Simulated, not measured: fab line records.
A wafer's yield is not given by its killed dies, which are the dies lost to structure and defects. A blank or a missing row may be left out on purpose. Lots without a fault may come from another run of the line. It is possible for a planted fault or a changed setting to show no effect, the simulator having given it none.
fab line records :: flow sfqLine
record
  lots=15
  wafers=45
  lastDay=91
route steps=325 shown I2@110
lots that met no fault: taken from a fault-free run of the same line
startH: hours from the record's first day to the start of the lot's first wafer shown :: waitH: hours since the lot's step before :: " unchanged from the row above :: L1.1+2: several wafers, shown together as one row :: - either no value or no given start :: * or withheld: withheld :: < > ~ a bound
route shown NAME@n: NAME is a module with steps in the file, n the number in the route of the first one :: usual: mean/standard deviation taken from wafers without a fault :: same: alike in all rows :: chamber/n: place in a boat :: sites: readings site by site :: _std_site: the standard deviation of these :: _edge_site: mean of outer sites minus mean of inner sites :: radiusMm: for every site, how far away it sits from the centre of the wafer :: mask NAME#n: copy n :: behind: the last tool/chamber to shape the wafer :: hold: what put the lot on hold/how long, in hours/how the hold closed :: device: which transistor (n, p or np) failed to switch :: end of line: tests run on the same wafers once the route is complete :: a step without rows: its recipe alone :: killed: count of dies lost to structure and defects at first sort (not the wafer's yield) :: map: the dies of a wafer, with x for killed, . for not killed, _ for no die there
set.NAME: setting as actually run; set.NAME@STEP: the setting as run at that earlier step :: model.NAME: the simulator's own value behind a step, which no gauge read
the route's steps for a sample of lots (tables are steps, rows are wafers)
services: a tool's chamber out of use, with start hour (startH, from the record's first day; less than 0 if before it), hours out, and reason
## steps
# step SFQ_TRILAYER_I2_VIA_LITHO_EXPOSE_068
# recipe
  maskId=I2
  na=0.6
  sourceShape=conventional
  sigmaOuter=0.65
  targetCdNm=500
  doseMj=21.3
# usual
  exposureDoseMJCm2=21.298/0.022
  focusOffsetNm=-0.1/0.5
lot.wafer: L988.1
tool: krfScanner-02
chamber: 0
startH: 925.26
waitH: -
mask: I2#0
exposureDoseMJCm2: 21.292
focusOffsetNm: -0.4

lot.wafer: L988.4
tool: krfScanner-02
chamber: 0
startH: 925.26
waitH: -
mask: I2#0
exposureDoseMJCm2: 21.304
focusOffsetNm: -0.4

lot.wafer: L988.6
tool: krfScanner-02
chamber: 0
startH: 925.26
waitH: -
mask: I2#0
exposureDoseMJCm2: 21.321
focusOffsetNm: 0.1

lot.wafer: L989.4
tool: krfScanner-02
chamber: 0
startH: 928.26
waitH: -
mask: I2#0
exposureDoseMJCm2: 21.301
focusOffsetNm: 0.2

lot.wafer: L989.5
tool: krfScanner-02
chamber: 0
startH: 928.26
waitH: -
mask: I2#0
exposureDoseMJCm2: 21.275
focusOffsetNm: 0.6

lot.wafer: L989.6
tool: krfScanner-02
chamber: 0
startH: 928.26
waitH: -
mask: I2#0
exposureDoseMJCm2: 21.287
focusOffsetNm: 0.2

lot.wafer: L991.3
tool: krfScanner-02
chamber: 0
startH: 930.46
waitH: -
mask: I2#0
exposureDoseMJCm2: 21.312
focusOffsetNm: -0.5

lot.wafer: L991.4
tool: krfScanner-02
chamber: 0
startH: 930.46
waitH: -
mask: I2#0
exposureDoseMJCm2: 21.292
focusOffsetNm: -0.1

lot.wafer: L991.6
tool: krfScanner-02
chamber: 0
startH: 930.46
waitH: -
mask: I2#0
exposureDoseMJCm2: 21.302
focusOffsetNm: -1.0

lot.wafer: L993.3
tool: krfScanner-02
chamber: 0
startH: 940.06
waitH: -
mask: I2#0
exposureDoseMJCm2: 21.281
focusOffsetNm: -0.5

lot.wafer: L993.4
tool: krfScanner-02
chamber: 0
startH: 940.06
waitH: -
mask: I2#0
exposureDoseMJCm2: 21.286
focusOffsetNm: -0.1

lot.wafer: L993.6
tool: krfScanner-02
chamber: 0
startH: 940.06
waitH: -
mask: I2#0
exposureDoseMJCm2: 21.282
focusOffsetNm: -0.4

lot.wafer: L995.2
tool: krfScanner-02
chamber: 0
startH: 948.26
waitH: -
mask: I2#0
exposureDoseMJCm2: 21.325
focusOffsetNm: -0.4

lot.wafer: L995.3
tool: krfScanner-02
chamber: 0
startH: 948.26
waitH: -
mask: I2#0
exposureDoseMJCm2: 21.335
focusOffsetNm: -0.5

lot.wafer: L995.5
tool: krfScanner-02
chamber: 0
startH: 948.26
waitH: -
mask: I2#0
exposureDoseMJCm2: 21.325
focusOffsetNm: 0.0

lot.wafer: L996.1
tool: krfScanner-02
chamber: 0
startH: 985.25
waitH: -
mask: I2#0
exposureDoseMJCm2: 21.308
focusOffsetNm: -0.5

lot.wafer: L996.2
tool: krfScanner-02
chamber: 0
startH: 985.25
waitH: -
mask: I2#0
exposureDoseMJCm2: 21.322
focusOffsetNm: 0.3

lot.wafer: L996.4
tool: krfScanner-02
chamber: 0
startH: 985.25
waitH: -
mask: I2#0
exposureDoseMJCm2: 21.291
focusOffsetNm: 0.1

lot.wafer: L997.2
tool: krfScanner-02
chamber: 0
startH: 986.65
waitH: -
mask: I2#0
exposureDoseMJCm2: 21.319
focusOffsetNm: -0.2

lot.wafer: L997.4
tool: krfScanner-02
chamber: 0
startH: 986.65
waitH: -
mask: I2#0
exposureDoseMJCm2: 21.286
focusOffsetNm: -0.1

lot.wafer: L997.6
tool: krfScanner-02
chamber: 0
startH: 986.65
waitH: -
mask: I2#0
exposureDoseMJCm2: 21.290
focusOffsetNm: 0.4

lot.wafer: L998.3
tool: krfScanner-02
chamber: 0
startH: 991.65
waitH: -
mask: I2#0
exposureDoseMJCm2: 21.309
focusOffsetNm: -0.7

lot.wafer: L998.5
tool: krfScanner-02
chamber: 0
startH: 991.65
waitH: -
mask: I2#0
exposureDoseMJCm2: 21.287
focusOffsetNm: -0.9

lot.wafer: L998.6
tool: krfScanner-02
chamber: 0
startH: 991.65
waitH: -
mask: I2#0
exposureDoseMJCm2: 21.322
focusOffsetNm: -1.2

lot.wafer: L999.1
tool: krfScanner-02
chamber: 0
startH: 1008.05
waitH: -
mask: I2#0
exposureDoseMJCm2: 21.285
focusOffsetNm: 0.8

lot.wafer: L999.3
tool: krfScanner-02
chamber: 0
startH: 1008.05
waitH: -
mask: I2#0
exposureDoseMJCm2: 21.287
focusOffsetNm: -0.4

lot.wafer: L999.4
tool: krfScanner-02
chamber: 0
startH: 1008.05
waitH: -
mask: I2#0
exposureDoseMJCm2: 21.284
focusOffsetNm: -0.6

lot.wafer: L100.1
tool: krfScanner-02
chamber: -
startH: 1010.45
waitH: -
mask: I2#0
exposureDoseMJCm2: -
focusOffsetNm: -

lot.wafer: L100.2
tool: krfScanner-02
chamber: -
startH: 1010.45
waitH: -
mask: I2#0
exposureDoseMJCm2: -
focusOffsetNm: -

lot.wafer: L100.5
tool: krfScanner-02
chamber: -
startH: 1010.45
waitH: -
mask: I2#0
exposureDoseMJCm2: -
focusOffsetNm: -

lot.wafer: L101.2
tool: krfScanner-02
chamber: -
startH: 1029.85
waitH: -
mask: I2#0
exposureDoseMJCm2: -
focusOffsetNm: -

lot.wafer: L101.3
tool: krfScanner-02
chamber: -
startH: 1029.85
waitH: -
mask: I2#0
exposureDoseMJCm2: -
focusOffsetNm: -

lot.wafer: L101.5
tool: krfScanner-02
chamber: -
startH: 1029.85
waitH: -
mask: I2#0
exposureDoseMJCm2: -
focusOffsetNm: -

lot.wafer: L102.3
tool: krfScanner-02
chamber: -
startH: 1034.85
waitH: -
mask: I2#0
exposureDoseMJCm2: -
focusOffsetNm: -

lot.wafer: L102.4
tool: krfScanner-02
chamber: -
startH: 1034.85
waitH: -
mask: I2#0
exposureDoseMJCm2: -
focusOffsetNm: -

lot.wafer: L102.6
tool: krfScanner-02
chamber: -
startH: 1034.85
waitH: -
mask: I2#0
exposureDoseMJCm2: -
focusOffsetNm: -

lot.wafer: L104.1
tool: krfScanner-02
chamber: 0
startH: 1045.25
waitH: -
mask: I2#0
exposureDoseMJCm2: 21.250
focusOffsetNm: 0.3

lot.wafer: L104.2
tool: krfScanner-02
chamber: 0
startH: 1045.25
waitH: -
mask: I2#0
exposureDoseMJCm2: 21.299
focusOffsetNm: 0.3

lot.wafer: L104.4
tool: krfScanner-02
chamber: 0
startH: 1045.25
waitH: -
mask: I2#0
exposureDoseMJCm2: 21.267
focusOffsetNm: -0.3

lot.wafer: L108.1
tool: krfScanner-02
chamber: 0
startH: 1095.48
waitH: -
mask: I2#0
exposureDoseMJCm2: 21.288
focusOffsetNm: -0.1

lot.wafer: L108.5
tool: krfScanner-02
chamber: 0
startH: 1095.48
waitH: -
mask: I2#0
exposureDoseMJCm2: 21.252
focusOffsetNm: -0.6

lot.wafer: L108.6
tool: krfScanner-02
chamber: 0
startH: 1095.48
waitH: -
mask: I2#0
exposureDoseMJCm2: 21.271
focusOffsetNm: -0.9

lot.wafer: L109.2
tool: krfScanner-02
chamber: 0
startH: 1102.88
waitH: -
mask: I2#0
exposureDoseMJCm2: 21.307
focusOffsetNm: 0.3

lot.wafer: L109.3
tool: krfScanner-02
chamber: 0
startH: 1102.88
waitH: -
mask: I2#0
exposureDoseMJCm2: 21.281
focusOffsetNm: -1.2

lot.wafer: L109.5
tool: krfScanner-02
chamber: 0
startH: 1102.88
waitH: -
mask: I2#0
exposureDoseMJCm2: 21.305
focusOffsetNm: -0.2
## services
tool: krfScanner-02
chamber: -
startH: 949.26
hours: 1.0
kind: pm

tool: krfScanner-02
chamber: -
startH: 963.93
hours: 1.3
kind: pm

tool: krfScanner-02
chamber: -
startH: 1058.45
hours: 0.8
kind: pm
## key
firstSign
  step=SFQ_TRILAYER_I2_VIA_LITHO_EXPOSE_068
  reading=toolRecord
  direction=missing
effect none on later readings
metAt SFQ_TRILAYER_I2_VIA_LITHO_EXPOSE_068
struckLots L100,L101,L102
onsetBetween 1008.05 1010.45
fault
  kind=skippedStepWhole
  tool=krfScanner-02
  chamber=-
  onsetH=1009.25
  steps=SFQ_TRILAYER_I2_VIA_LITHO_EXPOSE_068
  scope=struckLotsOnly
